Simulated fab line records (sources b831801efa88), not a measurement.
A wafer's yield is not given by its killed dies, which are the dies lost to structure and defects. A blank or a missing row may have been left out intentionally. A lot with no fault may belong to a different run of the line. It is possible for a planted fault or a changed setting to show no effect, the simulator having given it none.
What tool caused it? + flow gf180mcu + 15 lots, 39 wafers sampled, at 3 steps of a route of 602

WHAT EACH GAUGE READ, for each wafer
GF_V2_OVL_MEAS_15.
| lot  | measured     | on         | V2_OVL (nm) |
|------|--------------|------------|-------------|
| L756 | day 20 04:26 | overlay-01 | -5 -5 -1    |
| L757 | day 20 12:23 | overlay-02 | 14 -17 6    |
| L760 | day 21 17:58 | overlay-02 | -5 -8 0     |
| L761 | day 22 09:13 | overlay-01 | 7 -7 14     |
| L764 | day 23 10:24 | overlay-02 | -11 -11 -11 |
| L765 | day 23 14:22 | overlay-02 | -7 -2 6     |
| L766 | day 24 08:47 | overlay-01 | 1 -5 0      |
| L769 | day 24 21:49 | overlay-02 | -4 7 -6     |
| L770 | day 25 06:07 | overlay-02 | -7 -8 -3    |
| L771 | day 25 15:34 | overlay-02 | 4 2 1       |
| L772 | day 25 18:22 | overlay-02 | -5 -1 -2    |
| L776 | day 27 04:02 | overlay-01 | 5           |
| L777 | day 27 11:59 | overlay-02 | 10          |
| L778 | day 27 20:54 | overlay-01 | -1 -5 -2    |
| L779 | day 27 21:31 | overlay-02 | -6          |

GF_V2_RS_MEAS_24: measurement is done with a four-point probe.
| lot  | measured     | on           | V2_W_RS (ohm/sq)  |
|------|--------------|--------------|-------------------|
| L756 | day 20 05:21 | filmMetro-02 | 0.321 0.326 0.320 |
| L757 | day 20 13:23 | filmMetro-04 | 0.328 0.324 0.323 |
| L760 | day 21 18:55 | filmMetro-02 | 0.326 0.329 0.330 |
| L761 | day 22 10:10 | filmMetro-04 | 0.325 0.324 0.320 |
| L764 | day 23 11:19 | filmMetro-03 | 0.317 0.316 0.317 |
| L765 | day 23 15:16 | filmMetro-02 | 0.334 0.331 0.334 |
| L766 | day 24 09:50 | filmMetro-02 | 0.330 0.323 0.329 |
| L769 | day 24 22:44 | filmMetro-03 | 0.335 0.329 0.326 |
| L770 | day 25 07:02 | filmMetro-04 | 0.327 0.320 0.325 |
| L771 | day 25 16:32 | filmMetro-02 | 0.342 0.341 0.333 |
| L772 | day 25 19:19 | filmMetro-03 | 0.315 0.317 0.322 |
| L776 | day 27 05:01 | filmMetro-04 | 0.336             |
| L777 | day 27 12:58 | filmMetro-04 | 0.314             |
| L778 | day 27 21:49 | filmMetro-04 | 0.332 0.329 0.332 |
| L779 | day 27 22:29 | filmMetro-02 | 0.320             |

WHICH TOOL RAN EACH LOT (tool, then ch and the chambers of the sampled wafers, then the start)
| lot  | GF_V2_CMP_04                  |
|------|-------------------------------|
| L756 | cmp-02 ch 0,2,3, day 19 04:44 |
| L757 | cmp-01 ch 0,2,3, day 19 12:04 |
| L760 | cmp-01 ch 0,2, day 20 17:31   |
| L761 | cmp-01 ch 0,2,3, day 21 08:58 |
| L764 | cmp-01 ch 0,1,2, day 22 10:59 |
| L765 | cmp-02 ch 0,2, day 22 15:35   |
| L766 | cmp-02 ch 0,2,3, day 23 09:44 |
| L769 | cmp-02 ch 0,1, day 24 00:01   |
| L770 | cmp-01 ch 1,2,3, day 24 08:13 |
| L771 | cmp-02 ch 1,2,3, day 24 16:52 |
| L772 | cmp-02 ch 0,3, day 24 21:12   |
| L776 | cmp-01 ch 2, day 26 08:14     |
| L777 | cmp-01 ch 1, day 26 15:19     |
| L778 | cmp-01 ch 0,2,3, day 27 00:35 |
| L779 | cmp-01 ch 2, day 27 01:33     |
- GF_V2_CMP_04: polishes SiO2.

AS READ BY THE TOOLS THEMSELVES (means over the sampled wafers that have a number; for cases with no such wafer, the mark the record gives instead)
GF_V2_CMP_04.
| lot  | tool   | motorCurrentA (A) | timeToEndpointS (s) |
|------|--------|-------------------|---------------------|
| L756 | cmp-02 | 11.3              | 80                  |
| L757 | cmp-01 | 11.6              | 75                  |
| L760 | cmp-01 | 11.1              | 82                  |
| L761 | cmp-01 | 11.4              | 76                  |
| L764 | cmp-01 | 12.1              | 77                  |
| L765 | cmp-02 | 12.0              | 82                  |
| L766 | cmp-02 | 11.0              | 80                  |
| L769 | cmp-02 | 12.0              | 80                  |
| L770 | cmp-01 | 11.9              | 79                  |
| L771 | cmp-02 | 11.8              | 77                  |
| L772 | cmp-02 | 10.9              | 81                  |
| L776 | cmp-01 | 10.6              | 80                  |
| L777 | cmp-01 | 13.4              | 81                  |
| L778 | cmp-01 | 11.7              | 77                  |
| L779 | cmp-01 | 11.6              | 71                  |

THE ANSWER, worked out from the rows above alone
Rule: usual is defined by the lots themselves. Put in order of their means at a reading, lots are off if they are a third of the lots or fewer, leave a main group of 4 or more, and stand apart from it by a gap of 3 or more times the standard deviation of the main group's means; of several such gaps the widest counts. A main group is skipped when, at the precision printed for the reading in the tables above, its means are all equal. Also off: a lot with no number at a reading for which 4 or more lots have one. Where the step has rows for the other lots, those lots are counted as sound. The gauges are gone through in route order, then the tools' own readings, and for those a lot's mean is taken as printed above. The first step at which some lot is off is used, and at that step the reading that is off furthest; a lot without a number counts as furthest.
Nothing can be told from this: no lot is off at any reading shown.

WHAT WAS PUT IN BY THE SIMULATOR
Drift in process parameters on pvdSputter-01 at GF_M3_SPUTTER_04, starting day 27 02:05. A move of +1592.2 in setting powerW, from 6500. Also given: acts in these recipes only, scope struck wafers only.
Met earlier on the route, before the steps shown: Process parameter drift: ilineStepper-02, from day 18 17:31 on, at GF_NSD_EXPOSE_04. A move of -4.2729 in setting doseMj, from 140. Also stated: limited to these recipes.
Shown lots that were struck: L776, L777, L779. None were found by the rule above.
